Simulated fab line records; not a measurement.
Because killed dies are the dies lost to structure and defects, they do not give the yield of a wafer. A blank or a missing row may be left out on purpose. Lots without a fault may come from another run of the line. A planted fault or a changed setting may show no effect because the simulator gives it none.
Struck lot and sound lot, side by side :: flow sky130 :: 18 out of 708 route steps
Sound: the wafers L452.4, L452.5, L452.6. Struck: wafer L461.2. (L461.3 of the same lot was not struck and is left out.) The cause comes at the end.
At each step with rows: each side's tool, then ch and its chambers, then its first start. Under that, the readings that differ: sound wafers :: struck wafers :: difference of the means :: sigmas: that difference in standard deviations of wafers without a fault.
alike: same words and numbers on both sides, and readings whose means sit less than 2 such deviations apart. not compared: any withheld reading, any reading some wafer has no value for, any bound like >300 that may hide the same value, and any number with overlapping values for which the record gives no deviation.
Wherever a step has rows on one side only, a row that says differs or no value, or a row with sigmas, the two part there. Non-overlapping numbers with no deviation appear without sigmas and do not part them. A reading that every wafer of one side lacks parts them only if that side has two wafers or more.

first, 5 steps without rows for these wafers: SKY_FIELD_ISO_WET_ETCH_28 (etches SiO2 in dHF, target depth 23.7 nm, time 47 s); SKY_FIELD_ISO_WET_ETCH_29 (etches Si3N4 in H3PO4, target depth 160 nm, time 1825 s); SKY_FIELD_ISO_WET_ETCH_30 (etches SiO2 in dHF, target depth 25 nm, time 50 s); SKY_NWELL_CLEAN_00 (cleans in SC1/SC2, time 150 s); SKY_NWELL_OXIDATION_01 (stabilise 600 s, purge 300 s, target thk 10 nm).
SKY_NWELL_THK_MEAS_02:
  sound on film_metro-04 at day 3 05:43; struck on film_metro-04 at day 5 02:17
  alike: NWELL_OXIDATION_THK
then, 6 steps without rows for these wafers: SKY_DNWELL_DEHYDRATE_00 (time 60 s); SKY_DNWELL_HMDS_01 (prime time 60 s); SKY_DNWELL_COAT_02 (resist thk 3000 nm); SKY_DNWELL_SOFTBAKE_03; SKY_DNWELL_EXPOSE_04 (exposes mask DNM, target cd 3000 nm); SKY_DNWELL_PEB_05.
SKY_DNWELL_DEVELOP_06: develop time 60 s.
  sound on litho_track-04 ch 0, day 3 21:00; struck on litho_track-01 ch 0, day 5 20:00
following that, these wafers have no rows for 1 step: SKY_DNWELL_IMPLANT_07.
SKY_DNWELL_STRIP_08: strips in O2/N2.
  sound on plasma_asher-03 ch 0,1, day 3 21:32; struck on plasma_asher-03 ch 0, day 5 20:32
reading: oes_product_au (a.u.)
sound: 0.715 0.720 0.723
struck: 0.730
difference: +0.011
sigmas: +2

reading: rf_hours_counter_h (h)
sound: - - -
struck: 46
difference: no value on the sound wafers
sigmas: 
  alike: drypump_motor_current_A, o2_flow_sccm, strip_time_to_endpoint_s
SKY_DNWELL_TW_MEAS_09:
  sound on film_metro-02 at day 3 21:38; struck on film_metro-02 at day 5 20:39
reading: DNWELL_TW
sound: 1107 1106 1108
struck: 514
difference: -593
sigmas: -75
then, 1 step without rows for these wafers: SKY_PWDE_DEHYDRATE_00 (time 60 s).
-- the record jumps here: 43 days lie between the struck wafers' starts before and after (it left off in module PWDE and takes up again in module PAD_OPEN, whose first step shown is number 708 of the route) --
SKY_PAD_OPEN_PROBE_99:
  sound on prober-01 at day 46 14:49; struck on prober-02 at day 48 22:07
reading: killed_at_front_end
sound: 15 21 12
struck: 430
difference: +414
sigmas: +96

reading: killed_dies
sound: 79 72 73
struck: 492
difference: +417
sigmas: +42

reading: killed_on_rim
sound: 11 18 13
struck: 96
difference: +82
sigmas: +21
  alike: killed_at_M0_to_M3, killed_at_M4_up, killed_at_contacts, killed_at_other, killed_open, killed_short

WHERE THEY PART
Last at SKY_PAD_OPEN_PROBE_99 as far as this record goes, first at SKY_DNWELL_STRIP_08.

WHY: whatever the simulator had introduced
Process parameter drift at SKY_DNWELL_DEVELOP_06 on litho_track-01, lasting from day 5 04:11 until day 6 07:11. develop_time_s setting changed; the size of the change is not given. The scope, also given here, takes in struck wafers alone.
